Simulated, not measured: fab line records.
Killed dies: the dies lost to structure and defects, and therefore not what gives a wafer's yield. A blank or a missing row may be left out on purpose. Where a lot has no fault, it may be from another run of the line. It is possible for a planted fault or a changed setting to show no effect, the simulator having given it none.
Which tool was responsible? | flow sky130 | 15 lots with 45 wafers sampled at 4 steps, on a route of 708 steps

== WHAT THE GAUGES SHOWED, per wafer ==
SKY_LDD_HVN_OVL_MEAS_07. Usual: LDD_HVN_OVL -1.1 nm, standard deviation 1.5.
lot  | measured     | on         | LDD_HVN_OVL (nm) | flag
L350 | day 20 13:34 | overlay-02 | 0.0 -0.3 -0.1    |
L351 | day 21 04:02 | overlay-02 | -4.1 -3.1 -4.7   |
L353 | day 21 21:07 | overlay-02 | -0.4 -0.5 -1.8   |
L354 | day 22 15:43 | overlay-01 | -1.9 -1.9 -2.4   |
L355 | day 23 07:19 | overlay-01 | -1.3 -1.7 -2.0   |
L356 | day 23 08:37 | overlay-01 | -1.6 -3.6 -0.9   |
L358 | day 23 12:06 | overlay-01 | -0.3 -2.5 -1.2   |
L359 | day 23 17:44 | overlay-01 | -3.1 -1.7 -2.9   |
L367 | day 27 09:43 | overlay-02 | -1.8 -1.2 -0.7   |
L368 | day 27 10:37 | overlay-02 | -1.3 -0.8 -2.0   |
L369 | day 27 11:22 | overlay-02 | -1.9 0.1 -2.5    |
L370 | day 27 19:11 | overlay-02 | -2.3 -3.8 -2.7   |

SKY_SD_P_OVL_MEAS_08. Usual: SD_P_OVL 0.4 nm, standard deviation 1.1.
lot  | measured     | on         | SD_P_OVL (nm) | flag
L350 | day 25 15:24 | overlay-02 | -0.4 0.7 -0.6 |
L351 | day 26 05:17 | overlay-01 | 0.2 -0.3 -0.2 |
L353 | day 26 22:32 | overlay-02 | -1.5 1.3 1.3  |
L354 | day 27 16:20 | overlay-01 | 2.3 2.1 1.3   |
L355 | day 28 04:35 | overlay-02 | -0.7 1.4 0.0  |
L356 | day 28 06:38 | overlay-01 | 0.8 0.3 0.3   |
L358 | day 28 10:11 | overlay-02 | 1.2 0.8 -1.1  |
L359 | day 28 14:01 | overlay-01 | 0.1 0.9 0.5   |
L367 | day 32 03:04 | overlay-02 | 0.0 -1.5 -1.1 |
L368 | day 32 04:54 | overlay-02 | 1.9 -0.4 0.1  |
L369 | day 32 05:43 | overlay-02 | 1.0 0.9 0.5   |
L370 | day 32 11:18 | overlay-01 | -0.9 0.6 1.0  |

== EACH LOT AND THE TOOL THAT RAN IT (in order: tool; ch and the chambers of the sampled wafers; start) ==
lot  | SKY_LDD_N_IMPLANT_14            | SKY_LDD_HVP_STRIP_09
L350 | implanter-02 ch 0, day 18 00:01 | plasma asher-03 ch 0,1, day 21 19:59
L351 | implanter-04 ch 0, day 18 13:56 | plasma asher-03 ch 0,1, day 22 09:50
L353 | implanter-02 ch 0, day 19 06:56 | plasma asher-03 ch 0,1, day 23 03:35
L354 | implanter-04 ch 0, day 20 03:49 | plasma asher-02 ch 0,1, day 23 22:50
L355 | implanter-03 ch 0, day 20 20:04 | plasma asher-04 ch 0, day 24 13:16
L356 | implanter-02 ch 0, day 20 20:23 | plasma asher-02 ch 0,1, day 24 14:49
L358 | implanter-03 ch 0, day 21 01:48 | plasma asher-03 ch 0,1, day 24 18:22
L359 | implanter-03 ch 0, day 21 05:31 | plasma asher-02 ch 0,1, day 24 23:17
L360 | implanter-02, day 21 17:47      | -
L361 | implanter-02, day 22 03:09      | -
L362 | implanter-04, day 22 08:24      | -
L367 | implanter-02 ch 0, day 24 23:10 | plasma asher-04 ch 0,1, day 28 13:40
L368 | implanter-04 ch 0, day 25 00:52 | plasma asher-02 ch 0,1, day 28 14:50
L369 | implanter-02 ch 0, day 25 00:59 | plasma asher-04 ch 0,1, day 28 15:08
L370 | implanter-04 ch 0, day 25 08:18 | plasma asher-02 ch 0,1, day 28 23:11
- SKY_LDD_N_IMPLANT_14
- SKY_LDD_HVP_STRIP_09: strips in O2/N2.

== WHAT THE TOOLS THEMSELVES READ (means of the sampled wafers that have a number; where no wafer has one, the mark that the record gives instead) ==
SKY_LDD_N_IMPLANT_14. Usual: beam energy keV 49.999, standard deviation 0.016; beam on s 9.99 s, standard deviation 0.2; faraday current uA 28.2, standard deviation 0.56; rotation deg 180.00 degrees, standard deviation 0.047.
lot  | tool         | beam energy keV | beam on s (s) | faraday current uA | rotation deg (degrees) | flag
L350 | implanter-02 | 49.988          | 10.21         | 27.6               | 180.05                 |
L351 | implanter-04 | 50.007          | 9.88          | 28.5               | 180.04                 |
L353 | implanter-02 | 50.016          | 9.99          | 28.1               | 179.96                 |
L354 | implanter-04 | 50.003          | 10.03         | 28.1               | 180.00                 |
L355 | implanter-03 | 50.010          | 10.17         | 27.8               | 179.97                 |
L356 | implanter-02 | 49.985          | 9.88          | 28.5               | 180.00                 |
L358 | implanter-03 | 49.994          | 10.05         | 28.1               | 180.02                 |
L359 | implanter-03 | 50.005          | 10.04         | 28.1               | 179.98                 |
L360 | implanter-02 | -               | -             | -                  | -                      | OFF
L361 | implanter-02 | -               | -             | -                  | -                      | OFF
L362 | implanter-04 | -               | -             | -                  | -                      | OFF
L367 | implanter-02 | 50.024          | 9.92          | 28.5               | 179.98                 |
L368 | implanter-04 | 49.997          | 10.13         | 27.8               | 179.96                 |
L369 | implanter-02 | 49.999          | 10.12         | 27.9               | 179.99                 |
L370 | implanter-04 | 49.998          | 9.90          | 28.5               | 179.96                 |

SKY_LDD_HVP_STRIP_09. Usual: drypump motor current A 6.0 A, standard deviation 0.34; oes product au 0.409 a.u., standard deviation 0.0048; strip time to endpoint s 4.129 s, standard deviation 0.014.
lot  | tool            | drypump motor current A (A) | oes product au (a.u.) | strip time to endpoint s (s) | flag
L350 | plasma asher-03 | 6.2                         | 0.410                 | 4.139                        |
L351 | plasma asher-03 | 6.2                         | 0.409                 | 4.126                        |
L353 | plasma asher-03 | 6.2                         | 0.411                 | 4.154                        |
L354 | plasma asher-02 | 5.9                         | 0.406                 | 4.145                        |
L355 | plasma asher-04 | 5.8                         | 0.414                 | 4.129                        |
L356 | plasma asher-02 | 5.5                         | 0.410                 | 4.122                        |
L358 | plasma asher-03 | 6.2                         | 0.410                 | 4.126                        |
L359 | plasma asher-02 | 5.8                         | 0.409                 | 4.148                        |
L367 | plasma asher-04 | 5.8                         | 0.407                 | 4.133                        |
L368 | plasma asher-02 | 5.5                         | 0.412                 | 4.134                        |
L369 | plasma asher-04 | 5.9                         | 0.413                 | 4.148                        |
L370 | plasma asher-02 | 5.5                         | 0.404                 | 4.132                        |

== THE ANSWER, worked out from the rows above alone ==
Rule: a lot counts as off when the mean over its wafers that have a number is more than 3 standard deviations away from the usual mean. A lot without any number at a reading at which 4 lots or more have one is off too. All remaining lots with rows at the step are treated as sound. The gauges are gone through in route order, then the tools' own readings, and for those a lot's mean is taken as printed above. The first step at which some lot is off is used, and at that step the reading that is off furthest; a lot without a number counts as furthest.
Off: L360, L361, L362, at SKY_LDD_N_IMPLANT_14 (beam energy keV). Without a number there: L360, L361, L362.
If a tool, at that step or one of the process steps before it, ran each lot that is off and ran no sound lot following the first of them, it fits. Of those tried, none fits.

== WHAT THE SIMULATOR HAD PUT IN ==
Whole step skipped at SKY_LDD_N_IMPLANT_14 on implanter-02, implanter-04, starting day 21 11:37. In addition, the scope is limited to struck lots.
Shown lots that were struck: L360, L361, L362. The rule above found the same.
